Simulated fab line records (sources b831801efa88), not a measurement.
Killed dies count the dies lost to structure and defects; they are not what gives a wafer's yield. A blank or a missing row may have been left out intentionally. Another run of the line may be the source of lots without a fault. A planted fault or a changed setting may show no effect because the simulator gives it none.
A struck lot beside a sound one + flow sfq-line + 14 steps out of a route of 325
Sound: the wafers L883.1, L883.2, L883.4. Wafers L877.1, L877.3 were the ones struck. Last of all comes the cause.
Per side, at each step with rows, come the tool, then ch with its chambers, and then its first start. Under that, the readings that differ: sound wafers + struck wafers + difference of the means + sigmas: that difference in standard deviations of wafers without a fault.
alike: a reading whose means differ by less than 2 such deviations, as well as words and numbers matching on both sides. not compared: withheld readings; readings where some wafer has no value; bounds like >300 that might hide an equal value; numbers whose values overlap and for which the record gives no deviation.
Wherever a step has rows on one side only, a row that says differs or no value, or a row with sigmas, the two part there. Numbers that don't overlap but have no deviation are shown without sigmas and don't part them. A reading that every wafer of one side lacks parts them only if that side has two wafers or more.

SFQ_TRILAYER_I7_VIA_BARC_OPEN_VIA_ETCH_260: etches BARC in O2, target depth 125 nm, time 41.7 s.
  sound on rie-diel-02 ch 1,2,3, day 86 07:04; struck on rie-diel-02 ch 0,2, day 82 10:11
  alike: drypump-motor-current-A, oes-product-au
  not compared: rf-hours-counter-h
SFQ_TRILAYER_I7_VIA_ETCH_VIA_ETCH_190: etches SiO2 in CHF3, stops on Nb, target depth 260 nm.
  sound on rie-diel-02 ch 1,2,3, day 86 07:06; struck on rie-diel-02 ch 0,2, day 82 10:13
  alike: drypump-motor-current-A, oes-product-au
SFQ_TRILAYER_I7_VIA_STRIP_STRIP_191: strips in O2.
  sound on rie-metal-01 ch 0,1, day 86 07:13; struck on rie-metal-04 ch 1, day 82 10:20
| reading                     | sound       | struck  | difference | sigmas |
|-----------------------------|-------------|---------|------------|--------|
| drypump-motor-current-A (A) | 5.4 5.5 5.5 | 6.2 6.2 | +0.7       | +2     |
  alike: oes-product-au
  not compared: rf-hours-counter-h
then, 8 steps without rows for these wafers: SFQ_TRILAYER_I7_VIA_STRIP_SOLV_CLEAN_192 (cleans in NMP, time 600 s); SFQ_TRILAYER_M8_LITHO_LOR_COAT_197; SFQ_TRILAYER_M8_LITHO_LOR_BAKE_198; SFQ_TRILAYER_M8_LITHO_COAT_193 (resist thk 600 nm); SFQ_TRILAYER_M8_LITHO_SOFTBAKE_199; SFQ_TRILAYER_M8_LITHO_EXPOSE_194 (exposes mask M8, target cd 2000 nm); SFQ_TRILAYER_M8_LITHO_PEB_196 (peb time 60 s); SFQ_TRILAYER_M8_LITHO_DEVELOP_195 (img clear 15 s, time 55 s).
SFQ_M8_OVL_MEAS_948:
  struck on overlay-02, day 82 14:37; sound on overlay-01, day 86 16:40
  alike: M8_OVL
SFQ_TRILAYER_M8_DEP_EVAP_197: material Ti, target thk 20 nm, time 100 s.
  struck on pvd-sputter-02, day 82 14:40; sound on pvd-sputter-02, day 86 16:41
| reading                                          | sound             | struck      | difference | sigmas |
|--------------------------------------------------|-------------------|-------------|------------|--------|
| model.Ti_of_TRILAYER_M8_DEP_EVAP_197.thk-nm (nm) | 19.86 20.29 20.25 | 19.06 19.22 | -0.99      |        |
then, 1 step without rows for these wafers: SFQ_TRILAYER_M8_DEP_EVAP_198 (material Pt, target thk 50 nm, time 250 s).

WHERE THEY PART
SFQ_TRILAYER_I7_VIA_STRIP_STRIP_191 only, going by this record. Later steps at which nothing parts them and some readings are alike: SFQ_M8_OVL_MEAS_948.

WHY: whatever the simulator had introduced
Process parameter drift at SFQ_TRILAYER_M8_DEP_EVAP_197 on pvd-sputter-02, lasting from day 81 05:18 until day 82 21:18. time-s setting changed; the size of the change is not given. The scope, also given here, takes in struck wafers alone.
